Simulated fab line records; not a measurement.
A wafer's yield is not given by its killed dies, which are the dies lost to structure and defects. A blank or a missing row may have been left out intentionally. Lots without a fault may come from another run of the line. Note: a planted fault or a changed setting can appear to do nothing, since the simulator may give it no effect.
Matching of chambers || flow sfq-line || SFQ_TRILAYER_I2_DEP_PECVD_063 on pecvd-04 has 3 sister chambers
The step deposits SiO2 from SiH4/N2O, time 111.11 s, target thk 500 nm. 16 wafers are shown with their chamber, then 8 later ones without.

WAFERS PAIRED WITH THEIR CHAMBERS
{"wafer": "L366.2", "chamber": 2, "throttle-valve-pct (%)": 24.1, "heater-power-w (W)": 83}
{"wafer": "L366.3", "chamber": 1, "throttle-valve-pct (%)": 25.1, "heater-power-w (W)": 70}
{"wafer": "L366.4", "chamber": 2, "throttle-valve-pct (%)": 23.8, "heater-power-w (W)": 83}
{"wafer": "L368.4", "chamber": 0, "throttle-valve-pct (%)": 23.6, "heater-power-w (W)": 104}
{"wafer": "L368.5", "chamber": 2, "throttle-valve-pct (%)": 24.1, "heater-power-w (W)": 85}
{"wafer": "L368.6", "chamber": 1, "throttle-valve-pct (%)": 25.0, "heater-power-w (W)": 68}
{"wafer": "L370.3", "chamber": 0, "throttle-valve-pct (%)": 23.6, "heater-power-w (W)": 95}
{"wafer": "L370.5", "chamber": 1, "throttle-valve-pct (%)": 25.1, "heater-power-w (W)": 69}
{"wafer": "L370.6", "chamber": 0, "throttle-valve-pct (%)": 23.7, "heater-power-w (W)": 97}
{"wafer": "L373.2", "chamber": 2, "throttle-valve-pct (%)": 24.2, "heater-power-w (W)": 79}
{"wafer": "L373.3", "chamber": 0, "throttle-valve-pct (%)": 23.7, "heater-power-w (W)": 98}
{"wafer": "L373.5", "chamber": 2, "throttle-valve-pct (%)": 24.1, "heater-power-w (W)": 80}
{"wafer": "L374.3", "chamber": 2, "throttle-valve-pct (%)": 24.4, "heater-power-w (W)": 83}
{"wafer": "L374.4", "chamber": 2, "throttle-valve-pct (%)": 24.4, "heater-power-w (W)": 84}
{"wafer": "L374.6", "chamber": 1, "throttle-valve-pct (%)": 25.2, "heater-power-w (W)": 56}
{"wafer": "L380.3", "chamber": 2, "throttle-valve-pct (%)": 24.5, "heater-power-w (W)": 86}

SIGNATURES, as means of the wafers listed above
{"reading": "throttle-valve-pct", "chamber 0": 23.650, "chamber 1": 25.100, "chamber 2": 24.200, "scatter within a chamber": 0.173}
{"reading": "heater-power-w", "chamber 0": 98.50, "chamber 1": 65.75, "chamber 2": 82.88, "scatter within a chamber": 4.04}
Rule: for each reading, subtract the chamber's mean from the wafer's reading, divide by that reading's scatter and square the result; add these up over the readings and take the root, which gives the wafer's distance from the chamber. If the next closest chamber is less than 2 further off than the closest, the wafer can't be placed; otherwise it belongs to the closest. The scatter: take each reading less its chamber's mean, square it, sum over the shown wafers, divide by the number of wafers less the number of chambers, and take the root.

WAFERS WITHOUT THEIR CHAMBER
{"wafer": "L380.4", "throttle-valve-pct (%)": 24.3, "heater-power-w (W)": 69}
{"wafer": "L380.6", "throttle-valve-pct (%)": 23.7, "heater-power-w (W)": 101}
{"wafer": "L381.1", "throttle-valve-pct (%)": 24.5, "heater-power-w (W)": 80}
{"wafer": "L381.5", "throttle-valve-pct (%)": 25.4, "heater-power-w (W)": 65}
{"wafer": "L381.6", "throttle-valve-pct (%)": 23.8, "heater-power-w (W)": 90}
{"wafer": "L385.1", "throttle-valve-pct (%)": 24.0, "heater-power-w (W)": 91}
{"wafer": "L385.2", "throttle-valve-pct (%)": 25.4, "heater-power-w (W)": 62}
{"wafer": "L385.6", "throttle-valve-pct (%)": 25.3, "heater-power-w (W)": 67}

CHAMBER TAKEN BY EACH
{"wafer": "L380.4", "from the rows above": "can't be placed: 2 or 1", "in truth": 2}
{"wafer": "L380.6", "from the rows above": 0, "in truth": 0}
{"wafer": "L381.1", "from the rows above": 2, "in truth": 2}
{"wafer": "L381.5", "from the rows above": 1, "in truth": 1}
{"wafer": "L381.6", "from the rows above": "can't be placed: 0 or 2", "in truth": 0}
{"wafer": "L385.1", "from the rows above": "can't be placed: 2 or 0", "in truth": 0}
{"wafer": "L385.2", "from the rows above": 1, "in truth": 1}
{"wafer": "L385.6", "from the rows above": 1, "in truth": 1}
5 of 8 placed correctly. These rows do not allow placing 3 (true chamber among the candidates in 3). Wrongly placed: 0.
